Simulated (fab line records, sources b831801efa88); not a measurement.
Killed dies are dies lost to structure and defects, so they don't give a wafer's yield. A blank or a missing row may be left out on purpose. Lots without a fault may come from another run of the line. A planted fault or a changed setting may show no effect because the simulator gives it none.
One fault seen from 2 desks | flow sky130 | each desk has only its own numbers; what lay behind them comes last

THE TOOL OWNER'S DESK: iline_stepper-01
The tool's own readings at SKY_VT_ADJUST_HVTP_EXPOSE_04 (exposes mask HVTPM, target cd 380 nm): means of the sampled wafers that have a number, for each lot that ran on this tool. A lot is out of limits, marked OUT, if its mean lies more than 4 standard deviations from the usual mean; the brackets give that distance.
Columns: A = exposure_dose_mJ_cm2 at SKY_VT_ADJUST_HVTP_EXPOSE_04, usual 139.77
lot  | first seen here | A
L941 | day 5 17:23     | 139.51
L942 | day 5 18:48     | 139.72
L944 | day 6 09:12     | 139.70
L945 | day 6 16:17     | 139.73
L946 | day 7 01:12     | 139.77
L949 | day 7 18:56     | 139.74
L952 | day 8 10:07     | 136.69 (-17) OUT
L953 | day 8 18:18     | 136.88 (-16) OUT
L955 | day 9 11:04     | 137.99 (-9.9) OUT
L956 | day 9 13:17     | 137.76 (-11) OUT
This desk's finding: out of limits on L952, L953, L955, L956; first on L952, day 8 10:07 (exposure_dose_mJ_cm2 at SKY_VT_ADJUST_HVTP_EXPOSE_04). In limits: L941, L942, L944, L945, L946, L949.

THE METROLOGY DESK
What the gauges read, lot by lot, whatever tool the lot ran on: means of the sampled wafers that have a number. A lot is out of limits, marked OUT, if its mean lies more than 4 standard deviations from the usual mean; the brackets give that distance.
Columns: A = NWELL_OXIDATION_THK at SKY_NWELL_THK_MEAS_02, usual 9.97 nm; B = VT_ADJUST_LVTN_01_OVL at SKY_VT_ADJUST_LVTN_OVL_MEAS_18, usual -1.0 nm; C = VT_ADJUST_HVTR_TW at SKY_VT_ADJUST_HVTR_TW_MEAS_11, usual 213.4
lot  | first seen here | A     | B    | C
L941 | day 2 14:58     | 9.52  | -1.1 | 216.2
L942 | day 2 15:56     | 10.21 | -1.4 | 212.6
L943 | day 2 21:05     | 9.71  | -2.9 | 212.6
L944 | day 3 03:18     | 9.98  | -0.5 | 210.6
L945 | day 3 08:56     | 9.85  | 0.2  | 213.0
L946 | day 3 15:03     | 9.82  | -1.2 | 211.4
L947 | day 3 20:37     | 9.95  | -2.5 | 217.3
L948 | day 4 05:09     | 9.68  | -1.2 | 216.9
L949 | day 4 08:05     | 10.29 | -2.9 | 212.5
L952 | day 4 20:31     | 9.78  | -0.4 | 217.7
L953 | day 5 02:47     | 9.99  | -1.9 | 209.9
L955 | day 5 16:23     | 10.27 | 0.3  | 217.6
L956 | day 5 19:17     | 10.19 | 1.3  | 212.4
L957 | day 6 01:04     | 10.05 | 0.4  | 212.7
This desk's finding: nothing out of limits on any of the 14 lots.

PUT TOGETHER
The tool owner's desk could have raised an alarm at day 8 10:07, on L952, L953, L955, L956.
The metrology desk saw nothing out of limits.
The metrology desk has L952, L953, L955, L956 on record, within its limits.
Of the lots named, all ran SKY_VT_ADJUST_HVTP_EXPOSE_04 on iline_stepper-01.

WHAT THE SIMULATOR HAD PUT IN
Process parameter drift: iline_stepper-01, from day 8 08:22 on, at SKY_VT_ADJUST_HVTP_EXPOSE_04. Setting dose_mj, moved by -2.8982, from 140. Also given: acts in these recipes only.
Lots struck among those shown: L952, L953, L955, L956.
Hours from the fault's start to each desk's first reading out of limits: the tool owner's desk, 2.
